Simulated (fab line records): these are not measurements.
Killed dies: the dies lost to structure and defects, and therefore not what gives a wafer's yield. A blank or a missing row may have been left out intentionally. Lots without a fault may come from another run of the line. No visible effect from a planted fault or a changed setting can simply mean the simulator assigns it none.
fab line records	flow sky130
record lots=6	wafers=16	last_day=50
route steps=708 shown POLY_GATE@219 PAD_OPEN@708
lots with no fault: from the same line, run without faults
start_h: the number of hours between the record's first day and the start of the first shown wafer of the lot	wait_h: hours since the lot's step before	" same as the row above	L1.1+2: several wafers, shown together as one row	- value missing, or start not given	* or withheld: withheld	< > ~ a bound
route shown NAME@n: names a module that has steps shown in the file, with the first one's number in the route	usual: mean/standard deviation taken from wafers without a fault	same: alike in all rows	chamber/n: place in a boat	sites: each site's reading	_std_site: their standard deviation	_edge_site: outer sites' mean less inner sites'	radius_mm: for every site, how far away it sits from the centre of the wafer	mask NAME#n: copy n	behind: tool/chamber where the wafer was last shaped	hold: reason for holding the lot/hours on hold/outcome of the hold	device: which transistor (n, p or np) failed to switch	end of line: tests of these same wafers at the route's end	a step with no rows: only its recipe	killed: count of dies lost to structure and defects at first sort (not the wafer's yield)	map: per-die view of a wafer (x killed, . not killed, _ where there is no die)
set.NAME: the run value of the setting; set.NAME@STEP: its run value at that earlier step	model.NAME: the simulator's own value behind a step, which no gauge read
lots at selected steps of the route; one table per step, one row per wafer
services: a tool's chamber out of use, with start hour (start_h, from the record's first day; less than 0 if before it), hours out, and reason
## steps
# step SKY_POLY_GATE_DEHYDRATE_05
# recipe temp_c=200	time_s=60
# step SKY_POLY_GATE_HMDS_06
# recipe prime_time_s=60	prime_temp_c=120
# step SKY_POLY_GATE_COAT_07
# recipe resist=BARC	temp_c=withheld	time_s=withheld	spin_rpm=3000	resist_thk_nm=110
# step SKY_POLY_GATE_COAT_08
# recipe resist=KrF-thick	spin_rpm=3000	resist_thk_nm=450
# step SKY_POLY_GATE_SOFTBAKE_09
# recipe temp_c=100	time_s=90	resist=KrF-thick
# step SKY_POLY_GATE_EXPOSE_10
# recipe mask_id=P1M	na=0.68	source_shape=conventional	sigma_outer=0.6	target_cd_nm=150	dose_mj=28
# step SKY_POLY_GATE_PEB_11
# recipe peb_temp_c=withheld	peb_time_s=withheld	resist=KrF-thick
# step SKY_POLY_GATE_DEVELOP_12
# recipe develop_time_s=60	resist=KrF-thick	dev_temp_c=21
# step SKY_POLY_GATE_CD_MEAS_13
# recipe target_cd_nm=150
# usual cd_nm=150.0/1.7
lot.wafer	tool	chamber	start_h	wait_h	cd_nm
L269.2	cd_sem-01	-	410.39	-	150.7
L269.3	"	-	"	"	149.3
L269.6	"	-	"	"	150.0
L271.2	cd_sem-02	-	422.59	-	152.1
L271.3	"	-	"	"	151.4
L271.4	"	-	"	"	152.4
L284.1	cd_sem-01	-	539.17	-	152.7
L284.4	"	-	"	"	153.3
L286.2	cd_sem-01	-	564.69	-	151.6
L286.5	"	-	"	"	150.2
L288.2	cd_sem-01	-	584.47	-	151.7
L288.3	"	-	"	"	152.1
L288.4	"	-	"	"	150.9
L289.2	cd_sem-01	-	592.52	-	147.3
L289.3	"	-	"	"	148.4
L289.5	"	-	"	"	148.0
# step SKY_POLY_GATE_OVL_MEAS_14
# usual POLY_GATE_OVL=3/5.4
lot.wafer	tool	chamber	start_h	wait_h	POLY_GATE_OVL[nm]
L269.2	overlay-01	-	410.50	0.1	6
L269.3	"	-	"	"	14
L269.6	"	-	"	"	-2
L271.2	overlay-02	-	422.70	0.1	9
L271.3	"	-	"	"	6
L271.4	"	-	"	"	3
L284.1	overlay-02	-	539.32	0.1	7
L284.4	"	-	"	"	-1
L286.2	overlay-01	-	564.80	0.1	5
L286.5	"	-	"	"	4
L288.2	overlay-01	-	584.58	0.1	-4
L288.3	"	-	"	"	-5
L288.4	"	-	"	"	-6
L289.2	overlay-02	-	592.63	0.1	2
L289.3	"	-	"	"	3
L289.5	"	-	"	"	0
# step SKY_POLY_GATE_ETCH_15
# recipe chemistry=N2/H2	target=BARC	ion_energy_ev=200	source_w=500	bias_w=100	pressure_mtorr=30	n2_flow_sccm=100	h2_flow_sccm=200	stop_on=SiO2	time_s=118.5	target_depth_a=1100
# usual chamber_pressure_mTorr=30.008/0.027	drypump_motor_current_A=5.8/0.47	oes_product_au=0.716/0.0048	run_length_s=146.9/0.47	throttle_valve_pct=13.213/0.0096
lot.wafer	tool	chamber	start_h	wait_h	chamber_pressure_mTorr	drypump_motor_current_A	oes_product_au	rf_hours_counter_h	run_length_s	throttle_valve_pct
L269.2	rie_diel-04	0	410.53	0.0	29.998	6.0	0.716	78	147.2	13.210
L269.3	"	2	"	"	29.981	5.9	0.713	7	146.6	13.209
L269.6	"	0	"	"	30.007	6.0	0.715	-	146.7	13.203
L271.2	rie_diel-04	3	422.73	0.0	30.037	6.5	0.723	0	146.8	13.212
L271.3	"	1	"	"	30.008	5.5	0.720	2	146.9	13.205
L271.4	"	3	"	"	30.003	6.5	0.711	-	146.9	13.215
L284.1	rie_diel-02	1	539.35	0.0	30.005	6.3	0.711	6	147.6	13.228
L284.4	"	1	"	"	30.029	6.2	0.715	-	147.6	13.209
L286.2	rie_diel-04	3	564.83	0.0	30.039	6.5	0.719	3	147.2	13.225
L286.5	"	1	"	"	29.993	5.5	0.719	-	147.0	13.209
L288.2	rie_diel-02	0	584.61	0.0	29.955	5.1	0.716	3	146.9	13.224
L288.3	"	2	"	"	30.025	5.6	0.711	18	147.8	13.198
L288.4	"	1	"	"	29.976	6.3	0.713	7	147.3	13.225
L289.2	rie_diel-04	2	592.66	0.0	30.016	5.9	0.716	11	146.8	13.206
L289.3	"	1	"	"	30.008	5.5	0.715	5	146.6	13.207
L289.5	"	1	"	"	30.019	5.5	0.707	-	147.1	13.207
# step SKY_POLY_GATE_ETCH_16
# recipe stop_on=poly-Si	chemistry=CH3F/O2	target=Si3N4	source_w=400	bias_w=80	pressure_mtorr=25	ch3f_flow_sccm=40	O2_flow_sccm=30	time_s=147.5	target_depth_a=750
# usual ch3f_flow_sccm=40.01/0.11	chamber_pressure_mTorr=25.000/0.023	drypump_motor_current_A=5.8/0.47	oes_product_au=0.640/0.005	run_length_s=175.9/0.43	throttle_valve_pct=10.535/0.0088
lot.wafer	tool	chamber	start_h	wait_h	ch3f_flow_sccm	chamber_pressure_mTorr	drypump_motor_current_A	oes_product_au	rf_hours_counter_h	run_length_s	throttle_valve_pct
L269.2	rie_diel-04	0	410.61	0.0	40.08	25.003	6.0	0.641	78	175.8	10.537
L269.3	"	2	"	"	39.99	24.995	5.9	0.640	7	176.0	10.541
L269.6	"	0	"	"	40.09	25.036	6.0	0.639	-	175.6	10.526
L271.2	rie_diel-04	3	422.81	0.0	40.07	25.009	6.4	0.637	0	176.1	10.551
L271.3	"	1	"	"	39.95	24.955	5.5	0.640	2	175.7	10.538
L271.4	"	3	"	"	40.00	25.052	6.5	0.639	-	176.0	10.548
L284.1	rie_diel-02	1	539.44	0.0	40.08	25.034	6.2	0.640	6	176.7	10.547
L284.4	"	1	"	"	40.05	24.989	6.2	0.644	-	176.5	10.544
L286.2	rie_diel-04	3	564.91	0.0	40.15	24.978	6.5	0.640	3	175.9	10.536
L286.5	"	1	"	"	39.93	25.040	5.5	0.638	-	176.4	10.548
L288.2	rie_diel-02	0	584.69	0.0	40.03	25.010	5.1	0.632	3	175.6	10.541
L288.3	"	2	"	"	40.00	24.993	5.6	0.650	18	176.3	10.530
L288.4	"	1	"	"	40.23	24.993	6.2	0.639	7	176.3	10.535
L289.2	rie_diel-04	2	592.74	0.0	39.95	25.018	5.8	0.639	11	175.7	10.531
L289.3	"	1	"	"	40.07	24.988	5.5	0.640	5	175.7	10.526
L289.5	"	1	"	"	40.01	24.999	5.5	0.638	-	175.9	10.552
# step SKY_POLY_GATE_ETCH_17
# recipe target_depth_nm=180	stop_on=SiO2	over_etch_frac=0.56667	chemistry=HBr/Cl2	target=poly-Si	icp_w=400	bias_w=100	pressure_mtorr=10	HBr_flow_sccm=150	Cl2_flow_sccm=50	time_s=70.5
# usual chamber_pressure_mTorr=10.000/0.0081	drypump_motor_current_A=5.6/0.47	oes_product_au=0.988/0.0071	run_length_s=99.0/0.46	throttle_valve_pct=33.684/0.0088
lot.wafer	tool	chamber	start_h	wait_h	chamber_pressure_mTorr	drypump_motor_current_A	oes_product_au	rf_hours_counter_h	run_length_s	throttle_valve_pct	model.KrF-thick_of_POLY_GATE_COAT_08.thk_nm	model.SiO2_of_SONOS_ONO_CVD_04.thk_nm
L269.2	rie_si-01	3	410.71	0.0	9.995	4.8	0.995	0	98.5	33.689	143.1	4.27
L269.3	"	1	"	"	9.994	5.7	0.997	1	99.1	33.683	140.9	4.287
L269.6	"	0	"	"	9.999	6.0	0.993	-	98.7	33.690	141.4	4.351
L271.2	rie_si-02	3	422.91	0.0	10.014	6.2	0.991	3	99.2	33.683	141.9	4.097
L271.3	"	1	"	"	9.991	6.0	0.989	5	98.7	33.695	138	4.064
L271.4	"	2	"	"	9.991	5.1	0.992	18	98.2	33.685	142.3	4.133
L284.1	rie_si-02	1	539.54	0.0	9.989	6.0	0.866	6	114.6	33.684	117.9	3.462
L284.4	"	2	"	"	10.003	5.1	0.987	19	98.7	33.680	137.8	4.093
L286.2	rie_si-02	0	565.01	0.0	9.998	5.4	0.979	7	99.7	33.679	138.7	4.213
L286.5	"	2	"	"	9.996	5.1	0.860	-	113.8	33.695	115.3	3.544
L288.2	rie_si-01	0	584.79	0.0	9.996	6.0	0.991	1	98.7	33.697	142.4	4.299
L288.3	"	2	"	"	9.993	6.0	1.001	5	98.5	33.696	140	4.379
L288.4	"	3	"	"	9.995	4.8	0.997	1	98.7	33.687	140.8	4.361
L289.2	rie_si-01	0	592.84	0.0	10.011	5.9	0.981	1	98.9	33.676	137.5	4.175
L289.3	"	1	"	"	9.996	5.7	0.983	2	99.0	33.695	136.9	4.218
L289.5	"	3	"	"	10.014	4.8	0.991	-	98.9	33.665	136	4.078
# step SKY_POLY_GATE_STRIP_18
# recipe chemistry=O2/N2	power_w=1400	pressure_mtorr=1500	platen_temp_c=withheld	o2_flow_sccm=3000	n2_flow_sccm=300	overash_fraction=0.5
# usual chamber_pressure_mTorr=1499.9/1.3	drypump_motor_current_A=5.6/0.44	oes_product_au=0.361/0.0052	strip_time_to_endpoint_s=3.160/0.027
lot.wafer	tool	chamber	start_h	wait_h	chamber_pressure_mTorr	drypump_motor_current_A	oes_product_au	rf_hours_counter_h	strip_time_to_endpoint_s
L269.2	plasma_asher-04	0	410.76	0.0	1499.6	6.3	0.364	73	3.200
L269.3	"	0	"	"	1500.2	6.3	0.355	-	3.174
L269.6	"	1	"	"	1500.3	5.0	0.367	-	3.182
L271.2	plasma_asher-03	0	422.96	0.0	1500.2	5.8	0.358	27	3.172
L271.3	"	0	"	"	1502.2	5.7	0.353	-	3.135
L271.4	"	1	"	"	1499.9	5.3	0.367	-	3.190
L284.1	plasma_asher-04	1	539.59	0.0	1501.0	5.1	0.354	11	2.918
L284.4	"	1	"	"	1500.5	5.0	0.360	-	3.124
L286.2	plasma_asher-04	1	565.06	0.0	1501.0	5.1	0.363	13	3.169
L286.5	"	1	"	"	1501.1	5.1	0.359	-	2.893
L288.2	plasma_asher-03	0	584.85	0.0	1500.3	5.7	0.365	43	3.205
L288.3	"	1	"	"	1500.7	5.3	0.358	-	3.165
L288.4	"	0	"	"	1500.3	5.7	0.369	-	3.194
L289.2	plasma_asher-01	1	592.89	0.0	1499.5	5.9	0.364	88	3.130
L289.3	"	1	"	"	1500.0	6.0	0.362	-	3.135
L289.5	"	0	"	"	1498.8	5.4	0.360	-	3.102
# step SKY_POLY_GATE_CLEAN_19
# recipe chemistry=SC1/SC2	mix=1:4:20	temp_c=70	time_s=150	dry=n2_spin
# step SKY_PAD_OPEN_PROBE_99
# usual killed_at_M0_to_M3=43/6.6	killed_at_M4_up=3.2/1.8	killed_at_contacts=24/5	killed_at_front_end=15/4.5	killed_at_other=0.2/0.46	killed_dies=86/8.8	killed_open=48/6.6	killed_short=38/6.1
# same gross_dies=492	killed_at_back_side=0
lot.wafer	tool	chamber	start_h	wait_h	killed_at_M0_to_M3	killed_at_M4_up	killed_at_contacts	killed_at_front_end	killed_at_other	killed_dies	killed_open	killed_short	model.etest.tip_sonos.rs_ohm_sq
L269.2	prober-01	-	1106.09	0.1	37	3	27	11	0	78	43	35	2538
L269.3	prober-01	-	1106.14	0.2	42	2	16	18	0	78	39	39	2521
L269.6	prober-01	-	1106.29	0.2	47	0	28	12	0	87	44	43	2542
L271.2	prober-01	-	1110.94	0.1	51	6	29	17	0	103	55	48	2631
L271.3	prober-01	-	1110.99	0.2	41	1	21	18	1	82	47	35	2608
L271.4	prober-01	-	1111.04	0.2	44	1	33	16	0	94	48	46	2597
L284.1	prober-01	-	1185.81	0.1	53	3	22	11	1	90	55	35	2468
L284.4	prober-01	-	1185.96	0.2	38	2	23	16	0	79	44	35	2604
L286.2	prober-01	-	1194.74	0.1	48	3	20	19	0	90	44	46	2664
L286.5	prober-01	-	1194.89	0.2	43	3	17	14	0	77	47	30	2490
L288.2	prober-01	-	1208.88	0.1	40	5	20	19	0	84	43	41	2725
L288.3	prober-01	-	1208.93	0.2	50	6	22	6	1	85	39	46	2655
L288.4	prober-01	-	1208.98	0.2	46	4	28	13	0	91	47	44	2716
L289.2	prober-01	-	1211.18	0.1	38	1	19	19	1	78	43	35	2668
L289.3	prober-01	-	1211.23	0.2	38	2	24	21	0	85	41	44	2698
L289.5	prober-01	-	1211.33	0.2	38	6	21	16	0	81	39	42	2704
# killed by level:class
L269.2 CONTACT:geometric_particle:open=9 VIA1:geometric_particle:open=9 LI_CONTACT:geometric_particle:open=8 METAL2:geometric_particle:short=5 VIA2:geometric_particle:short=5 VIA2:geometric_particle:open=5 METAL1:geometric_particle:short=4 POLY_GATE:geometric_particle:short=3
L269.3 VIA1:geometric_particle:open=8 VIA1:geometric_particle:short=6 VIA3:geometric_particle:open=6 FIELD_ISO:geometric_particle:open=5 VIA3:geometric_particle:short=5 LI_CONTACT:geometric_particle:open=4 CONTACT:geometric_particle:open=4 METAL1:geometric_particle:short=4
L269.6 VIA1:geometric_particle:open=15 VIA1:geometric_particle:short=11 CONTACT:geometric_particle:open=10 VIA2:geometric_particle:open=9 LI_CONTACT:geometric_particle:short=5 LI_CONTACT:geometric_particle:open=5 LOCAL_INTERCONNECT:geometric_particle:short=5 FIELD_ISO:geometric_particle:short=4
L271.2 CONTACT:geometric_particle:open=13 VIA2:geometric_particle:open=11 VIA1:geometric_particle:open=10 FIELD_ISO:geometric_particle:short=9 METAL1:geometric_particle:short=7 LI_CONTACT:geometric_particle:open=6 CONTACT:geometric_particle:short=6 VIA3:geometric_particle:open=6
L271.3 VIA1:geometric_particle:open=13 CONTACT:geometric_particle:open=8 FIELD_ISO:geometric_particle:short=7 VIA1:geometric_particle:short=7 LI_CONTACT:geometric_particle:open=5 VIA2:geometric_particle:open=5 METAL1:geometric_particle:short=5 SPACER:geometric_particle:open=4
L271.4 CONTACT:geometric_particle:open=11 VIA2:geometric_particle:open=10 CONTACT:geometric_particle:short=9 FIELD_ISO:geometric_particle:open=7 LI_CONTACT:geometric_particle:open=7 METAL2:geometric_particle:short=6 VIA2:geometric_particle:short=5 LOCAL_INTERCONNECT:geometric_particle:short=5
L284.1 VIA1:geometric_particle:open=14 CONTACT:geometric_particle:open=11 VIA2:geometric_particle:open=7 VIA3:geometric_particle:open=5 METAL1:geometric_particle:short=4 VIA3:geometric_particle:short=4 VIA1:geometric_particle:short=4 METAL2:geometric_particle:short=4
L284.4 VIA1:geometric_particle:open=12 CONTACT:geometric_particle:open=7 FIELD_ISO:geometric_particle:short=6 VIA2:geometric_particle:open=6 VIA3:geometric_particle:open=6 LOCAL_INTERCONNECT:geometric_particle:short=5 POLY_GATE:geometric_particle:short=4 LI_CONTACT:geometric_particle:open=4
L286.2 VIA1:geometric_particle:open=9 CONTACT:geometric_particle:open=8 VIA2:geometric_particle:open=7 METAL1:geometric_particle:short=6 VIA3:geometric_particle:open=6 FIELD_ISO:geometric_particle:short=5 CONTACT:geometric_particle:short=5 VIA1:geometric_particle:short=5
L286.5 VIA1:geometric_particle:open=15 CONTACT:geometric_particle:open=7 METAL1:geometric_particle:short=5 VIA2:geometric_particle:open=5 METAL2:geometric_particle:short=4 VIA3:geometric_particle:open=4 VIA3:geometric_particle:short=4 POLY_GATE:geometric_particle:short=3
L288.2 CONTACT:geometric_particle:open=11 POLY_GATE:geometric_particle:open=6 METAL1:geometric_particle:short=6 VIA1:geometric_particle:short=6 VIA3:geometric_particle:open=6 VIA2:geometric_particle:open=5 FIELD_ISO:geometric_particle:open=4 VIA2:geometric_particle:short=4
L288.3 VIA1:geometric_particle:open=16 METAL1:geometric_particle:short=10 LOCAL_INTERCONNECT:geometric_particle:short=7 METAL2:geometric_particle:short=6 METAL4:geometric_particle:short=6 LI_CONTACT:geometric_particle:open=5 LI_CONTACT:geometric_particle:short=4 CONTACT:geometric_particle:short=4
L288.4 CONTACT:geometric_particle:open=10 VIA3:geometric_particle:open=9 VIA2:geometric_particle:open=8 METAL1:geometric_particle:short=7 LI_CONTACT:geometric_particle:open=6 CONTACT:geometric_particle:short=5 VIA1:geometric_particle:open=5 FIELD_ISO:geometric_particle:short=4
L289.2 VIA3:geometric_particle:open=10 VIA1:geometric_particle:open=7 POLY_CUT:geometric_particle:short=6 LI_CONTACT:geometric_particle:open=5 FIELD_ISO:geometric_particle:open=4 CONTACT:geometric_particle:open=4 METAL1:geometric_particle:short=4 FIELD_ISO:geometric_particle:short=3
L289.3 CONTACT:geometric_particle:open=9 POLY_GATE:geometric_particle:open=7 METAL1:geometric_particle:short=7 VIA1:geometric_particle:short=7 FIELD_ISO:geometric_particle:short=5 LOCAL_INTERCONNECT:geometric_particle:short=5 METAL2:geometric_particle:short=5 LI_CONTACT:geometric_particle:open=4
L289.5 VIA1:geometric_particle:open=14 CONTACT:geometric_particle:open=9 LOCAL_INTERCONNECT:geometric_particle:short=6 VIA1:geometric_particle:short=6 METAL4:geometric_particle:short=5 POLY_GATE:geometric_particle:short=4 POLY_GATE:geometric_particle:open=4 LI_CONTACT:geometric_particle:open=4
## services
tool	chamber	start_h	hours	kind
plasma_asher-03	-	403.30	1.7	repair
rie_diel-04	1	417.96	4.5	repair
rie_diel-04	0	419.42	3.5	repair
rie_si-02	3	419.65	0.9	repair
plasma_asher-04	-	421.25	9.0	pm
plasma_asher-04	0	421.25	9.0	vent_cycle
rie_si-02	1	443.06	3.3	repair
rie_si-02	2	450.06	1.1	repair
plasma_asher-03	-	453.29	5.7	repair
rie_diel-02	0	461.01	-	clean
rie_diel-02	0	461.01	17.8	scheduled_down
rie_diel-02	0	461.01	17.8	vent_cycle
plasma_asher-04	-	473.47	1.1	repair
rie_si-02	-	480.83	1.5	repair
rie_diel-04	0	481.27	7.2	repair
plasma_asher-03	-	508.74	1.7	repair
rie_si-01	3	520.30	2.2	repair
rie_diel-02	3	537.09	18.5	repair
rie_diel-04	0	554.80	-	clean
rie_diel-04	0	554.80	23.4	scheduled_down
rie_diel-04	0	554.80	23.4	vent_cycle
rie_si-01	2	564.28	4.7	repair
rie_si-02	1	569.76	2.6	repair
rie_si-01	-	585.38	0.6	repair
## key
first_sign step=SKY_POLY_GATE_ETCH_17	reading=run_length_s	direction=up	sigmas=33	usual=*	struck=*
effect step=SKY_POLY_GATE_ETCH_17	reading=oes_product_au	direction=down	sigmas=17	usual=0.988	struck=0.863
effect step=SKY_POLY_GATE_STRIP_18	reading=strip_time_to_endpoint_s	direction=down	sigmas=9.5	usual=*	struck=*
model_effect step=SKY_POLY_GATE_ETCH_17	value=KrF-thick_of_POLY_GATE_COAT_08.thk_nm	without=137.4	struck=116.6
model_effect step=SKY_PAD_OPEN_PROBE_99	value=etest.tip_sonos.rs_ohm_sq	without=2636	struck=2479
met_at SKY_POLY_GATE_ETCH_17
struck_wafers L284.1,L286.5
tester_left_out L284,L286
onset_between 422.91 539.54
fault kind=process_parameter_drift	tool=rie_si-02	chamber=-	onset_h=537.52	steps=SKY_POLY_GATE_ETCH_17	channel=time_s	offset=*	shape=step	end_h=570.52	scope=struck_wafers_only	acts_in=*	stated=*
# tester_left_out: of these lots the tester's yield and bins aren't shown, on N5 and GAA mostly nor the transistor test; their killed dies are dies lost to structure and defects alone, not to doping, threshold or leakage, so they don't give the yield
